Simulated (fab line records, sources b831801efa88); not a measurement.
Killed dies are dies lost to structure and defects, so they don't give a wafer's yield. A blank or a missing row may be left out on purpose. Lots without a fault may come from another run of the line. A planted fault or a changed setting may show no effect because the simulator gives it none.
fab line records | flow gf180mcu | part 1 of 2: steps 1 to 24 of 33
record lots=5 wafers=15 last_day=33
route steps=602 shown VT_IMPLANT@103
lots that met no fault: from a run of the same line without faults
start_h: hours from the record's first day to the start of the lot's first wafer shown | wait_h: hours since the lot's step before | " the same as in the row above | L1.1+2: a row that stands for several wafers | - no value, or no start given | * or withheld: withheld | < > ~ a bound
route shown NAME@n: a module of which the file shows steps, and the number in the route of the first | usual: mean/standard deviation of fault-free wafers | same: alike in all rows | chamber/n: place in a boat | sites: the reading at each site | _std_site: their standard deviation | _edge_site: outer sites' mean less inner sites' | radius_mm: how far each site lies from the wafer's centre | mask NAME#n: copy n | behind: the tool/chamber that last shaped the wafer | hold: why the lot was held/for how many hours/how that ended | device: the transistor (n, p or np) that didn't switch | end of line: the same wafers' tests at the end of the route | a step without rows: its recipe alone | killed: dies lost to structure and defects at the first sort, not the wafer's yield | map: a wafer's dies, x killed, . not, _ none there
set.NAME: the setting as run; set.NAME@STEP: as run at that earlier step | model.NAME: the simulator's own value behind a step, which no gauge read
lots at some steps of the route; a table a step, a row a wafer
services: from which hour (start_h, from the record's first day; less than 0 if before it) a tool's chamber was out of use, for how many hours, and why
## steps
# step GF_VT_IMPLANT_COAT_13
# recipe resist=NOVOLAK spin_rpm=3000 resist_thk_nm=1000
# usual chill_plate_temp_C=23.01/0.1
# columns lot.wafer tool chamber start_h wait_h chill_plate_temp_C
L076.1 litho_track-01 0 128.55 0.1 23.15
L076.5 " 0 " " 23.15
L076.6 " 0 " " 22.97
L077.4 litho_track-01 0 138.97 0.1 23.10
L077.5 " 0 " " 23.07
L077.6 " 0 " " 22.85
L082.2 litho_track-03 0 171.96 0.1 23.01
L082.4 " 0 " " 22.88
L082.5 " 0 " " 23.04
L091.2 litho_track-02 0 224.69 0.1 22.97
L091.3 " 0 " " 23.07
L091.6 " 0 " " 22.85
L092.1 litho_track-03 0 229.18 0.1 22.95
L092.2 " 0 " " 23.08
L092.4 " 0 " " 22.88
# step GF_VT_IMPLANT_SOFTBAKE_14
# recipe temp_c=90 time_s=60 resist=NOVOLAK
# usual chill_plate_temp_C=23.00/0.11
# same time_s=60
# columns lot.wafer tool chamber start_h wait_h chill_plate_temp_C
L076.1 litho_track-01 0 128.70 0.1 22.93
L076.5 " 0 " " 23.05
L076.6 " 0 " " 22.96
L077.4 litho_track-01 0 139.12 0.1 23.14
L077.5 " 0 " " 23.09
L077.6 " 0 " " 23.12
L082.2 litho_track-03 0 172.11 0.1 23.11
L082.4 " 0 " " 22.95
L082.5 " 0 " " 23.03
L091.2 litho_track-02 0 224.84 0.1 23.01
L091.3 " 0 " " 22.97
L091.6 " 0 " " 23.07
L092.1 litho_track-03 0 229.33 0.1 23.14
L092.2 " 0 " " 22.99
L092.4 " 0 " " 23.10
# step GF_VT_IMPLANT_EXPOSE_15
# recipe mask_id=Nwell_LV_AREA target_cd_nm=860 na=0.6 source_shape=conventional sigma_outer=0.6 dose_mj=140
# usual focus_offset_nm=0.0/0.56
# same na=0.6
# columns lot.wafer tool chamber start_h wait_h mask focus_offset_nm
L076.1 iline_stepper-02 0 - - Nwell_LV_AREA#0 1.0
L076.5 " 0 " " Nwell_LV_AREA#0 0.7
L076.6 " 0 " " Nwell_LV_AREA#0 0.4
L077.4 iline_stepper-01 0 - - Nwell_LV_AREA#0 -0.2
L077.5 " 0 " " Nwell_LV_AREA#0 -0.3
L077.6 " 0 " " Nwell_LV_AREA#0 -1.2
L082.2 iline_stepper-01 0 - - Nwell_LV_AREA#0 0.2
L082.4 " 0 " " Nwell_LV_AREA#0 -0.2
L082.5 " 0 " " Nwell_LV_AREA#0 -0.5
L091.2 iline_stepper-02 0 - - Nwell_LV_AREA#0 -0.3
L091.3 " 0 " " Nwell_LV_AREA#0 -1.2
L091.6 " 0 " " Nwell_LV_AREA#0 -0.7
L092.1 iline_stepper-01 0 - - Nwell_LV_AREA#0 0.5
L092.2 " 0 " " Nwell_LV_AREA#0 0.1
L092.4 " 0 " " Nwell_LV_AREA#0 0.3
# step GF_VT_IMPLANT_PEB_16
# recipe temp_c=withheld time_s=* resist=NOVOLAK
# usual chill_plate_temp_C=*
# same time_s=*
# columns lot.wafer tool chamber start_h wait_h chill_plate_temp_C
L076.1 litho_track-02 0 - - *
L076.5 " 0 " " *
L076.6 " 0 " " *
L077.4 litho_track-01 0 - - *
L077.5 " 0 " " *
L077.6 " 0 " " *
L082.2 litho_track-02 0 - - *
L082.4 " 0 " " *
L082.5 " 0 " " *
L091.2 litho_track-01 0 - - *
L091.3 " 0 " " *
L091.6 " 0 " " *
L092.1 litho_track-03 0 - - *
L092.2 " 0 " " *
L092.4 " 0 " " *
# step GF_VT_IMPLANT_DEVELOP_17
# recipe develop_time_s=60 dev_temp_c=23
# usual chill_plate_temp_C=22.98/0.094
# columns lot.wafer tool chamber start_h wait_h chill_plate_temp_C
L076.1 litho_track-02 0 136.51 0.1 23.00
L076.5 " 0 " " 23.06
L076.6 " 0 " " 23.24
L077.4 litho_track-01 0 146.97 0.1 22.93
L077.5 " 0 " " 22.89
L077.6 " 0 " " 22.99
L082.2 litho_track-02 0 180.24 0.1 23.03
L082.4 " 0 " " 23.14
L082.5 " 0 " " 23.10
L091.2 litho_track-01 0 233.92 0.1 22.99
L091.3 " 0 " " 22.81
L091.6 " 0 " " 22.99
L092.1 litho_track-03 0 238.68 0.1 23.01
L092.2 " 0 " " 22.81
L092.4 " 0 " " 22.91
# step GF_VT_IMPLANT_OVL_MEAS_18
# usual VT_IMPLANT_01_OVL=-0.2/1.4
# columns lot.wafer tool chamber start_h wait_h VT_IMPLANT_01_OVL[nm]
L076.1 overlay-02 - 136.66 0.1 -2.5
L076.5 " - " " -1.0
L076.6 " - " " -1.6
L077.4 overlay-02 - 147.07 0.1 1.8
L077.5 " - " " 0.8
L077.6 " - " " 0.5
L082.2 overlay-02 - 180.37 0.1 0.2
L082.4 " - " " 0.3
L082.5 " - " " 1.0
L091.2 overlay-01 - 234.05 0.1 -2.4
L091.3 " - " " -1.2
L091.6 " - " " -0.4
L092.1 overlay-01 - 238.83 0.1 0.3
L092.2 " - " " 2.8
L092.4 " - " " 3.3
# step GF_VT_IMPLANT_IMPLANT_19
# recipe species=As energy_kev=100 dose_cm2=4.35e+12 tilt_deg=7
# columns lot.wafer tool chamber start_h wait_h
L076.1+5+6 implanter-01 0 136.70 0.0
L077.4+5+6 implanter-01 0 147.16 0.1
L082.2+4+5 implanter-01 0 180.43 0.0
L091.2+3+6 implanter-01 0 234.11 0.0
L092.1+2+4 implanter-03 0 238.87 0.0
# step GF_VT_IMPLANT_STRIP_20
# recipe chemistry=O2/N2 power_w=1400 pressure_mtorr=1500 platen_temp_c=250 o2_flow_sccm=3000 n2_flow_sccm=300 overash_fraction=0.5
# usual drypump_motor_current_A=5.5/0.35 heater_power_w=326/35 n2_flow_sccm=300.1/0.96 oes_product_au=0.716/0.0044 strip_time_to_endpoint_s=12.63/0.03
# columns lot.wafer tool chamber start_h wait_h drypump_motor_current_A heater_power_w n2_flow_sccm oes_product_au rf_hours_counter_h strip_time_to_endpoint_s
L076.1 plasma_asher-01 0 136.85 0.1 5.0 281 302.2 0.720 51 12.65
L076.5 " 1 " " 6.1 310 300.1 0.711 - 12.68
L076.6 " 0 " " 5.0 277 301.7 0.711 - 12.68
L077.4 plasma_asher-02 1 147.27 0.1 5.2 364 300.3 0.711 - 12.63
L077.5 " 0 " " 5.6 371 300.8 0.707 - 12.66
L077.6 " 1 " " 5.3 355 301.1 0.723 - 12.67
L082.2 plasma_asher-02 0 180.55 0.1 5.5 363 301.4 0.720 41 12.63
L082.4 " 1 " " 5.2 358 297.5 0.717 - 12.64
L082.5 " 1 " " 5.2 357 298.4 0.719 - 12.64
L091.2 plasma_asher-03 0 234.23 0.1 5.4 358 300.3 0.714 10 12.68
L091.3 " 1 " " 5.7 308 300.4 0.715 - 12.63
L091.6 " 0 " " 5.4 370 300.8 0.712 - 12.66
L092.1 plasma_asher-03 0 239.02 0.1 5.4 357 300.3 0.714 11 12.58
L092.2 " 1 " " 5.7 304 299.7 0.711 11 12.58
L092.4 " 0 " " 5.4 369 300.4 0.717 - 12.56
# step GF_VT_IMPLANT_TW_MEAS_21
# usual VT_IMPLANT_2_TW=1212/9.8
# columns lot.wafer tool chamber start_h wait_h VT_IMPLANT_2_TW
L076.1 film_metro-03 - 136.95 0.1 1214
L076.5 " - " " 1218
L076.6 " - " " 1214
L077.4 film_metro-02 - 147.36 0.1 1211
L077.5 " - " " 1211
L077.6 " - " " 1213
L082.2 film_metro-02 - 180.66 0.1 1212
L082.4 " - " " 1214
L082.5 " - " " 1210
L091.2 film_metro-03 - 234.34 0.1 1229
L091.3 " - " " 1222
L091.6 " - " " 1224
L092.1 film_metro-02 - 239.12 0.1 1213
L092.2 " - " " 1214
L092.4 " - " " 1219
# step GF_VT_IMPLANT_DEHYDRATE_22
# recipe temp_c=200 time_s=60
# usual chill_plate_temp_C=22.99/0.098
# same time_s=60
# columns lot.wafer tool chamber start_h wait_h chill_plate_temp_C
L076.1 litho_track-03 0 143.88 6.9 22.99
L076.5 " 0 " " 22.83
L076.6 " 0 " " 23.03
L077.4 litho_track-01 0 154.12 6.7 22.87
L077.5 " 0 " " 23.13
L077.6 " 0 " " 22.99
L082.2 litho_track-03 0 188.31 7.6 23.08
L082.4 " 0 " " 23.21
L082.5 " 0 " " 23.04
L091.2 litho_track-03 0 242.80 8.5 22.94
L091.3 " 0 " " 22.94
L091.6 " 0 " " 22.91
L092.1 litho_track-02 0 247.11 8.0 23.00
L092.2 " 0 " " 22.88
L092.4 " 0 " " 22.96
# step GF_VT_IMPLANT_HMDS_23
# recipe prime_time_s=60 prime_temp_c=120
# usual chill_plate_temp_C=23.00/0.094
# columns lot.wafer tool chamber start_h wait_h chill_plate_temp_C
L076.1 litho_track-03 0 144.03 0.1 23.04
L076.5 " 0 " " 22.97
L076.6 " 0 " " 23.01
L077.4 litho_track-01 0 154.27 0.1 23.04
L077.5 " 0 " " 22.89
L077.6 " 0 " " 22.89
L082.2 litho_track-03 0 188.46 0.1 23.04
L082.4 " 0 " " 23.20
L082.5 " 0 " " 23.08
L091.2 litho_track-03 0 242.95 0.1 23.09
L091.3 " 0 " " 23.11
L091.6 " 0 " " 23.00
L092.1 litho_track-02 0 247.26 0.1 23.06
L092.2 " 0 " " 23.16
L092.4 " 0 " " 22.97
# step GF_VT_IMPLANT_COAT_24
# recipe resist=NOVOLAK spin_rpm=3000 resist_thk_nm=1000
# usual chill_plate_temp_C=22.99/0.12
# columns lot.wafer tool chamber start_h wait_h chill_plate_temp_C
L076.1 litho_track-03 0 144.18 0.1 23.06
L076.5 " 0 " " 23.20
L076.6 " 0 " " 22.99
L077.4 litho_track-01 0 154.42 0.1 23.08
L077.5 " 0 " " 23.05
L077.6 " 0 " " 23.18
L082.2 litho_track-03 0 188.61 0.1 22.95
L082.4 " 0 " " 22.76
L082.5 " 0 " " 22.92
L091.2 litho_track-03 0 243.10 0.1 22.86
L091.3 " 0 " " 22.77
L091.6 " 0 " " 22.85
L092.1 litho_track-02 0 247.41 0.1 23.11
L092.2 " 0 " " 23.12
L092.4 " 0 " " 23.04
# step GF_VT_IMPLANT_SOFTBAKE_25
# recipe temp_c=90 time_s=60 resist=NOVOLAK
# usual chill_plate_temp_C=23.00/0.1
# same time_s=60
# columns lot.wafer tool chamber start_h wait_h chill_plate_temp_C
L076.1 litho_track-03 0 144.33 0.1 23.05
L076.5 " 0 " " 22.92
L076.6 " 0 " " 22.90
L077.4 litho_track-01 0 154.57 0.1 23.06
L077.5 " 0 " " 23.16
L077.6 " 0 " " 23.10
L082.2 litho_track-03 0 188.76 0.1 22.93
L082.4 " 0 " " 22.88
L082.5 " 0 " " 22.88
L091.2 litho_track-03 0 243.25 0.1 23.14
L091.3 " 0 " " 23.00
L091.6 " 0 " " 23.00
L092.1 litho_track-02 0 247.56 0.1 22.93
L092.2 " 0 " " 22.97
L092.4 " 0 " " 22.92
# step GF_VT_IMPLANT_EXPOSE_26
# recipe mask_id=LVPWELL_HV_AREA target_cd_nm=860 na=0.6 source_shape=conventional sigma_outer=0.6 dose_mj=140
# usual focus_offset_nm=-0.1/0.54
# same na=0.6
# columns lot.wafer tool chamber start_h wait_h mask focus_offset_nm
L076.1 iline_stepper-02 0 - - LVPWELL_HV_AREA#0 -0.5
L076.5 " 0 " " LVPWELL_HV_AREA#0 -0.6
L076.6 " 0 " " LVPWELL_HV_AREA#0 -0.4
L077.4 iline_stepper-02 0 - - LVPWELL_HV_AREA#0 0.4
L077.5 " 0 " " LVPWELL_HV_AREA#0 -0.4
L077.6 " 0 " " LVPWELL_HV_AREA#0 -0.3
L082.2 iline_stepper-01 0 - - LVPWELL_HV_AREA#0 -0.7
L082.4 " 0 " " LVPWELL_HV_AREA#0 0.2
L082.5 " 0 " " LVPWELL_HV_AREA#0 0.8
L091.2 iline_stepper-02 0 - - LVPWELL_HV_AREA#0 -0.9
L091.3 " 0 " " LVPWELL_HV_AREA#0 -0.9
L091.6 " 0 " " LVPWELL_HV_AREA#0 -0.6
L092.1 iline_stepper-02 0 - - LVPWELL_HV_AREA#0 -0.5
L092.2 " 0 " " LVPWELL_HV_AREA#0 -0.3
L092.4 " 0 " " LVPWELL_HV_AREA#0 0.8
# step GF_VT_IMPLANT_PEB_27
# recipe temp_c=withheld time_s=* resist=NOVOLAK
# usual chill_plate_temp_C=*
# same time_s=*
# columns lot.wafer tool chamber start_h wait_h chill_plate_temp_C
L076.1 litho_track-02 0 - - *
L076.5 " 0 " " *
L076.6 " 0 " " *
L077.4 litho_track-02 0 - - *
L077.5 " 0 " " *
L077.6 " 0 " " *
L082.2 litho_track-01 0 - - *
L082.4 " 0 " " *
L082.5 " 0 " " *
L091.2 litho_track-01 0 - - *
L091.3 " 0 " " *
L091.6 " 0 " " *
L092.1 litho_track-01 0 - - *
L092.2 " 0 " " *
L092.4 " 0 " " *
# step GF_VT_IMPLANT_DEVELOP_28
# recipe develop_time_s=60 dev_temp_c=23
# usual chill_plate_temp_C=23.02/0.12
# columns lot.wafer tool chamber start_h wait_h chill_plate_temp_C
L076.1 litho_track-02 0 152.21 0.1 23.04
L076.5 " 0 " " 23.15
L076.6 " 0 " " 23.06
L077.4 litho_track-02 0 162.04 0.1 22.94
L077.5 " 0 " " 22.77
L077.6 " 0 " " 22.88
L082.2 litho_track-01 0 197.12 0.1 23.12
L082.4 " 0 " " 23.02
L082.5 " 0 " " 23.06
L091.2 litho_track-01 0 252.87 0.1 23.13
L091.3 " 0 " " 23.04
L091.6 " 0 " " 23.13
L092.1 litho_track-01 0 256.85 0.1 23.08
L092.2 " 0 " " 23.20
L092.4 " 0 " " 23.02
# step GF_VT_IMPLANT_OVL_MEAS_29
# usual VT_IMPLANT_02_OVL=-0.7/1.2
# columns lot.wafer tool chamber start_h wait_h VT_IMPLANT_02_OVL[nm]
L076.1 overlay-01 - 152.36 0.1 0.3
L076.5 " - " " -1.0
L076.6 " - " " -2.4
L077.4 overlay-02 - 162.13 0.1 -1.4
L077.5 " - " " -1.2
L077.6 " - " " -1.2
L082.2 overlay-02 - 197.25 0.1 -4.2
L082.4 " - " " -1.2
L082.5 " - " " -3.1
L091.2 overlay-01 - 253.00 0.1 -2.0
L091.3 " - " " -0.3
L091.6 " - " " -1.6
L092.1 overlay-01 - 257.00 0.1 0.2
L092.2 " - " " 0.2
L092.4 " - " " 1.0
# step GF_VT_IMPLANT_IMPLANT_30
# recipe species=B energy_kev=25 dose_cm2=2.534e+12 tilt_deg=7
# columns lot.wafer tool chamber start_h wait_h
L076.1+5+6 implanter-03 0 152.40 0.0
L077.4+5+6 implanter-01 0 162.23 0.1
L082.2+4+5 implanter-04 0 197.31 0.0
L091.2+3+6 implanter-04 0 253.06 0.0
L092.1+2+4 implanter-03 0 257.03 0.0
# step GF_VT_IMPLANT_STRIP_31
# recipe chemistry=O2/N2 power_w=1400 pressure_mtorr=1500 platen_temp_c=250 o2_flow_sccm=3000 n2_flow_sccm=300 overash_fraction=0.5
# usual drypump_motor_current_A=5.5/0.33 heater_power_w=335/35 n2_flow_sccm=300.1/0.83 oes_product_au=0.716/0.0048 strip_time_to_endpoint_s=12.64/0.034
# columns lot.wafer tool chamber start_h wait_h drypump_motor_current_A heater_power_w n2_flow_sccm oes_product_au rf_hours_counter_h strip_time_to_endpoint_s
L076.1 plasma_asher-02 1 152.55 0.1 5.2 359 299.9 0.710 38 12.69
L076.5 " 1 " " 5.2 362 298.8 0.722 - 12.71
L076.6 " 0 " " 5.6 368 300.7 0.720 - 12.65
L077.4 plasma_asher-01 0 162.33 0.1 5.0 269 300.0 0.713 - 12.67
L077.5 " 1 " " 6.1 300 299.8 0.711 - 12.64
L077.6 " 0 " " 5.0 279 300.8 0.720 - 12.67
L082.2 plasma_asher-01 0 197.43 0.1 5.0 273 299.2 0.710 56 12.67
L082.4 " 1 " " 6.1 306 299.6 0.718 - 12.67
L082.5 " 0 " " 5.0 270 300.3 0.715 - 12.63
L091.2 plasma_asher-02 1 253.18 0.1 5.2 350 298.2 0.717 47 12.64
L091.3 " 0 " " 5.5 370 301.3 0.711 - 12.64
L091.6 " 1 " " 5.2 361 300.2 0.713 - 12.62
L092.1 plasma_asher-02 1 257.18 0.1 5.2 370 300.3 0.717 48 12.68
L092.2 " 0 " " 5.6 359 300.5 0.720 48 12.64
L092.4 " 0 " " 5.6 362 300.1 0.725 - 12.69
# step GF_VT_IMPLANT_TW_MEAS_32
# usual VT_IMPLANT_3_TW=267.3/2.1
# columns lot.wafer tool chamber start_h wait_h VT_IMPLANT_3_TW
L076.1 film_metro-04 - 152.65 0.1 264.7
L076.5 " - " " 264.7
L076.6 " - " " 265.6
L077.4 film_metro-04 - 162.43 0.1 265.0
L077.5 " - " " 265.3
L077.6 " - " " 265.8
L082.2 film_metro-04 - 197.54 0.1 265.7
L082.4 " - " " 265.5
L082.5 " - " " 266.2
L091.2 film_metro-02 - 253.29 0.1 269.8
L091.3 " - " " 270.2
L091.6 " - " " 269.3
L092.1 film_metro-02 - 257.28 0.1 270.9
L092.2 " - " " 268.1
L092.4 " - " " 270.3
# step GF_VT_IMPLANT_DEHYDRATE_33
# recipe temp_c=200 time_s=60
# usual chill_plate_temp_C=23.03/0.11
# same time_s=60
# columns lot.wafer tool chamber start_h wait_h chill_plate_temp_C
L076.1 litho_track-01 0 160.15 7.5 23.03
L076.5 " 0 " " 23.00
L076.6 " 0 " " 23.11
L077.4 litho_track-02 0 169.59 7.1 22.92
L077.5 " 0 " " 23.06
L077.6 " 0 " " 23.17
L082.2 litho_track-01 0 205.37 7.8 22.99
L082.4 " 0 " " 23.13
L082.5 " 0 " " 23.10
L091.2 litho_track-03 0 262.75 9.5 23.02
L091.3 " 0 " " 23.13
L091.6 " 0 " " 23.06
L092.1 litho_track-03 0 266.18 8.9 22.93
L092.2 " 0 " " 22.92
L092.4 " 0 " " 22.97
# step GF_VT_IMPLANT_HMDS_34
# recipe prime_time_s=60 prime_temp_c=120
# usual chill_plate_temp_C=23.03/0.11
# columns lot.wafer tool chamber start_h wait_h chill_plate_temp_C
L076.1 litho_track-01 0 160.30 0.1 23.00
L076.5 " 0 " " 22.99
L076.6 " 0 " " 23.18
L077.4 litho_track-02 0 169.74 0.1 23.07
L077.5 " 0 " " 22.95
L077.6 " 0 " " 23.00
L082.2 litho_track-01 0 205.52 0.1 23.12
L082.4 " 0 " " 23.12
L082.5 " 0 " " 23.04
L091.2 litho_track-03 0 262.90 0.1 22.72
L091.3 " 0 " " 22.85
L091.6 " 0 " " 22.85
L092.1 litho_track-03 0 266.33 0.1 23.03
L092.2 " 0 " " 23.05
L092.4 " 0 " " 23.05
# step GF_VT_IMPLANT_COAT_35
# recipe resist=NOVOLAK spin_rpm=3000 resist_thk_nm=1000
# usual chill_plate_temp_C=22.99/0.11
# columns lot.wafer tool chamber start_h wait_h chill_plate_temp_C
L076.1 litho_track-01 0 160.45 0.1 23.09
L076.5 " 0 " " 22.96
L076.6 " 0 " " 23.02
L077.4 litho_track-02 0 169.89 0.1 23.06
L077.5 " 0 " " 23.14
L077.6 " 0 " " 23.10
L082.2 litho_track-01 0 205.67 0.1 23.10
L082.4 " 0 " " 23.00
L082.5 " 0 " " 23.04
L091.2 litho_track-03 0 263.05 0.1 22.94
L091.3 " 0 " " 22.94
L091.6 " 0 " " 23.00
L092.1 litho_track-03 0 266.48 0.1 22.96
L092.2 " 0 " " 23.05
L092.4 " 0 " " 22.94
# step GF_VT_IMPLANT_SOFTBAKE_36
# recipe temp_c=90 time_s=60 resist=NOVOLAK
# usual chill_plate_temp_C=22.98/0.11
# same time_s=60
# columns lot.wafer tool chamber start_h wait_h chill_plate_temp_C
L076.1 litho_track-01 0 160.60 0.1 23.10
L076.5 " 0 " " 23.03
L076.6 " 0 " " 22.90
L077.4 litho_track-02 0 170.04 0.1 22.77
L077.5 " 0 " " 23.00
L077.6 " 0 " " 22.84
L082.2 litho_track-01 0 205.82 0.1 23.04
L082.4 " 0 " " 23.11
L082.5 " 0 " " 23.19
L091.2 litho_track-03 0 263.20 0.1 23.02
L091.3 " 0 " " 22.92
L091.6 " 0 " " 23.05
L092.1 litho_track-03 0 266.63 0.1 22.83
L092.2 " 0 " " 22.93
L092.4 " 0 " " 22.87
